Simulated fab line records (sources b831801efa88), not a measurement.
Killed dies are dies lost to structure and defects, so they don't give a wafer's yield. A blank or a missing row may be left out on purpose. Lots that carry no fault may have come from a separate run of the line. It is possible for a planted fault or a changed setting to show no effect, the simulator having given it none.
Chamber matching -- flow sfqLine -- SFQ_TRILAYER_I3_CMP_CMP_082 on cmp-01 has 4 sister chambers
The step polishes SiO2. 4 wafers are shown with their chamber, then 7 later ones without.

## WAFERS PAIRED WITH THEIR CHAMBERS
wafer,chamber,motorCurrentA (A)
L152.3,0,8.7
L152.5,2,8.0
L153.3,1,10.4
L153.1,3,12.6

## WAFERS WHOSE CHAMBER IS MISSING
wafer,motorCurrentA (A)
L153.6,8.5
L162.2,8.4
L162.3,8.0
L162.4,13.1
L163.1,12.8
L163.3,7.8
L163.5,9.7

## WHICH CHAMBER EACH ONE RAN IN
wafer,from the rows above,in truth
L153.6,can't be placed: 0 or 2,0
L162.2,can't be placed: 0 or 2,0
L162.3,can't be placed: 2 or 0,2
L162.4,3,3
L163.1,3,3
L163.3,can't be placed: 2 or 0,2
L163.5,can't be placed: 1 or 0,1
Placed correctly: 2 of 7. From these rows, 5 cannot be placed; in 5 the true chamber is one of the candidates. Number placed wrongly: 0.
How it was worked out, from the rows above alone: a wafer's distance from a chamber is the root of the sum, over the readings, of the square of ((its reading less the chamber's mean) divided by the reading's scatter). The wafer belongs to the nearest chamber; if the next one is less than 2 further off, it can't be placed. The mean given for a chamber averages the wafers shown for that chamber. The scatter (one wafer shown for each chamber): square how far every hidden wafer sits from the nearest shown wafer, average those squares and take the square root.
